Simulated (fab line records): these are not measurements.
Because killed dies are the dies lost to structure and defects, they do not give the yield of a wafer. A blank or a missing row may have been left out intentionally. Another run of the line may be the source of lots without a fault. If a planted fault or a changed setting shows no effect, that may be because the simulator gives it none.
Chamber matching | flow sky130 | SKY_VIA1_CMP_24 on cmp-01: 4 sister chambers
The step polishes, stops on SiO2, t overpolish 15 s, target thk 0 nm. 30 wafers are shown with their chamber, then 12 later ones without.

## EACH WAFER AND ITS CHAMBER
wafer  | chamber | motorCurrentA (A) | edgeZonePressureFrac | overpolishRunS (s)
L075.1 | 3       | 11.1              | 0.994                | 15.021
L075.5 | 3       | 10.6              | 0.994                | 15.008
L075.6 | 0       | 9.4               | 0.998                | 14.999
L076.4 | 2       | 9.1               | 0.999                | 15.009
L076.5 | 3       | 10.6              | 0.996                | 14.997
L076.6 | 0       | 9.4               | 1.004                | 15.005
L077.4 | 0       | 9.5               | 0.995                | 15.006
L077.5 | 2       | 8.9               | 0.996                | 14.993
L077.6 | 1       | 13.0              | 1.005                | 15.008
L079.1 | 3       | 11.2              | 0.992                | 15.003
L079.2 | 1       | 12.1              | 0.999                | 14.997
L079.5 | 2       | 9.2               | 0.993                | 15.027
L082.2 | 3       | 11.3              | 0.998                | 14.986
L082.3 | 2       | 8.7               | 1.002                | 15.010
L082.6 | 2       | 9.2               | 0.996                | 15.004
L081.1 | 3       | 11.1              | 1.000                | 15.002
L081.5 | 1       | 12.3              | 0.998                | 15.017
L081.6 | 0       | 10.1              | 0.998                | 14.996
L083.2 | 0       | 9.9               | 1.003                | 15.000
L083.4 | 3       | 11.4              | 1.006                | 15.023
L083.6 | 1       | 12.3              | 1.001                | 15.007
L086.2 | 3       | 10.2              | 1.001                | 15.000
L086.3 | 1       | 12.0              | 0.989                | 15.012
L086.5 | 0       | 9.2               | 0.999                | 15.012
L087.4 | 0       | 9.2               | 1.003                | 15.016
L087.5 | 0       | 9.8               | 1.005                | 14.995
L087.6 | 3       | 10.8              | 0.999                | 15.008
L088.4 | 0       | 9.3               | 0.997                | 14.996
L088.5 | 1       | 12.1              | 1.001                | 15.007
L088.6 | 0       | 9.1               | 1.001                | 15.023

SIGNATURES (averages over the wafers above)
reading              | chamber 0 | chamber 1 | chamber 2 | chamber 3 | scatter within a chamber
motorCurrentA        | 9.490     | 12.300    | 9.020     | 10.922    | 0.346
edgeZonePressureFrac | 1.00030   | 0.99883   | 0.99720   | 0.99778   | 0.00413
overpolishRunS       | 15.00480  | 15.00800  | 15.00860  | 15.00533  | 0.0102
Rule: a wafer lies at a distance from a chamber equal to the root of the sum of squares, over the readings, of (its reading less the chamber's mean, divided by the reading's scatter). The wafer belongs to the nearest chamber; if the next one is less than 2 further off, it can't be placed. The scatter: take each reading less its chamber's mean, square it, sum over the shown wafers, divide by the number of wafers less the number of chambers, and take the root.

## WAFERS WITH NO CHAMBER GIVEN
wafer  | motorCurrentA (A) | edgeZonePressureFrac | overpolishRunS (s)
L092.2 | 10.2              | 1.006                | 15.004
L092.4 | 8.5               | 0.994                | 15.008
L092.5 | 11.8              | 1.004                | 14.997
L095.1 | 11.3              | 1.003                | 14.998
L095.3 | 9.2               | 1.002                | 15.013
L095.6 | 12.8              | 1.005                | 15.003
L096.2 | 10.6              | 1.001                | 15.003
L096.4 | 9.1               | 0.998                | 14.993
L096.6 | 9.2               | 0.993                | 14.995
L097.1 | 9.1               | 0.995                | 14.995
L097.3 | 9.1               | 1.006                | 15.002
L097.6 | 8.8               | 1.008                | 15.015

## EACH ONE'S CHAMBER
wafer  | from the rows above          | in truth
L092.2 | can't be placed: 0 or 3 or 2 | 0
L092.4 | can't be placed: 2 or 0      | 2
L092.5 | can't be placed: 1 or 3      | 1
L095.1 | can't be placed: 3 or 1      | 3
L095.3 | can't be placed: 0 or 2      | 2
L095.6 | 1                            | 1
L096.2 | can't be placed: 3 or 0      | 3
L096.4 | can't be placed: 2 or 0      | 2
L096.6 | can't be placed: 2 or 0      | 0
L097.1 | can't be placed: 2 or 0      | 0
L097.3 | can't be placed: 0 or 2      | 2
L097.6 | can't be placed: 2 or 0      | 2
1 of 12 placed correctly. These rows do not allow placing 11 (true chamber among the candidates in 11). Number placed wrongly: 0.
